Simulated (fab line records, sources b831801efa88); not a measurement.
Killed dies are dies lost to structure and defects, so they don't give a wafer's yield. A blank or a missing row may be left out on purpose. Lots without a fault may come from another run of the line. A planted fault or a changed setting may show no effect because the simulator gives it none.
Which tool did it? | flow sfq_line | 14 lots, 42 wafers sampled, at 2 steps of a route of 325

WHAT THE GAUGES READ, wafer by wafer
SFQ_M1_RS_MEAS_909: measures by four-point-probe.
lot  | measured     | on            | M1_NB_RS (ohm/sq)
L303 | day 16 10:46 | film_metro-03 | 0.895 0.895 0.888
L304 | day 16 21:35 | film_metro-03 | 0.884 0.889 0.888
L305 | day 17 12:05 | film_metro-03 | 0.879 0.888 0.882
L307 | day 18 20:32 | film_metro-03 | 0.894 0.885 0.888
L308 | day 19 01:17 | film_metro-03 | 0.885 0.894 0.894
L309 | day 19 13:16 | film_metro-02 | 0.891 0.890 0.883
L311 | day 20 14:29 | film_metro-02 | 0.874 0.889 0.888
L312 | day 20 23:58 | film_metro-04 | 0.868 0.879 0.875
L314 | day 22 07:46 | film_metro-03 | 0.896 0.881 0.884
L315 | day 22 08:47 | film_metro-02 | 0.893 0.898 0.879
L316 | day 22 10:11 | film_metro-03 | 0.917 0.912 0.898
L321 | day 22 15:59 | film_metro-04 | 0.888 0.880 0.891
L323 | day 22 18:23 | film_metro-04 | 0.884 0.893 0.883
L325 | day 22 20:47 | film_metro-04 | 0.906 0.908 0.896

WHICH TOOL RAN EACH LOT (tool, then ch and the chambers of the sampled wafers, then the start)
lot  | SFQ_TRILAYER_L0_STRIP_STRIP_009
L303 | rie_metal-02 ch 0,1, day 4 11:05
L304 | rie_metal-04 ch 0,1, day 4 17:17
L305 | rie_metal-04 ch 0,1, day 4 23:50
L307 | rie_metal-02 ch 0,1, day 5 18:02
L308 | rie_metal-03 ch 0, day 5 22:56
L309 | rie_metal-04 ch 0,1, day 6 03:31
L311 | rie_metal-03 ch 0, day 6 12:08
L312 | rie_metal-02 ch 0,1, day 6 15:38
L314 | rie_metal-03 ch 0,1, day 7 02:14
L315 | rie_metal-02 ch 0,1, day 7 07:02
L316 | rie_metal-03 ch 0,1, day 7 10:38
L321 | rie_metal-03 ch 0,1, day 8 18:14
L323 | rie_metal-02 ch 0,1, day 9 03:52
L325 | rie_metal-03 ch 0,1, day 9 13:26
- SFQ_TRILAYER_L0_STRIP_STRIP_009: strips in O2.

WHAT THE TOOLS THEMSELVES READ (means of the sampled wafers that have a number; where no wafer has one, the mark that the record gives instead)
SFQ_TRILAYER_L0_STRIP_STRIP_009.
lot  | tool         | drypump_motor_current_A (A) | oes_product_au (a.u.)
L303 | rie_metal-02 | 5.9                         | 0.989
L304 | rie_metal-04 | 5.7                         | 0.997
L305 | rie_metal-04 | 5.7                         | 0.999
L307 | rie_metal-02 | 6.3                         | 0.993
L308 | rie_metal-03 | 5.1                         | 0.987
L309 | rie_metal-04 | 5.6                         | 0.995
L311 | rie_metal-03 | 5.2                         | 0.986
L312 | rie_metal-02 | 5.8                         | 0.997
L314 | rie_metal-03 | 5.4                         | 0.994
L315 | rie_metal-02 | 5.8                         | 1.000
L316 | rie_metal-03 | 5.7                         | 0.988
L321 | rie_metal-03 | 5.4                         | 0.995
L323 | rie_metal-02 | 6.2                         | 0.994
L325 | rie_metal-03 | 5.7                         | 0.993

THE ANSWER, worked out from the rows above alone
Rule: what is usual is taken from the lots themselves. Put in order of their means at a reading, lots are off if they are a third of the lots or fewer, leave a main group of 4 or more, and stand apart from it by a gap of 3 or more times the standard deviation of the main group's means; of several such gaps the widest counts. A main group whose means are all the same, to the digits that the tables above print for the reading, isn't used. A lot without any number at a reading at which 4 lots or more have one is off too. The other lots that the step has rows for count as sound. The gauges are gone through in route order, then the tools' own readings, and for those a lot's mean is taken as printed above. The first step at which some lot is off is used, and at that step the reading that is off furthest; a lot without a number counts as furthest.
No lot is off at any reading shown: from this, nothing can be told.

WHAT THE SIMULATOR HAD PUT IN
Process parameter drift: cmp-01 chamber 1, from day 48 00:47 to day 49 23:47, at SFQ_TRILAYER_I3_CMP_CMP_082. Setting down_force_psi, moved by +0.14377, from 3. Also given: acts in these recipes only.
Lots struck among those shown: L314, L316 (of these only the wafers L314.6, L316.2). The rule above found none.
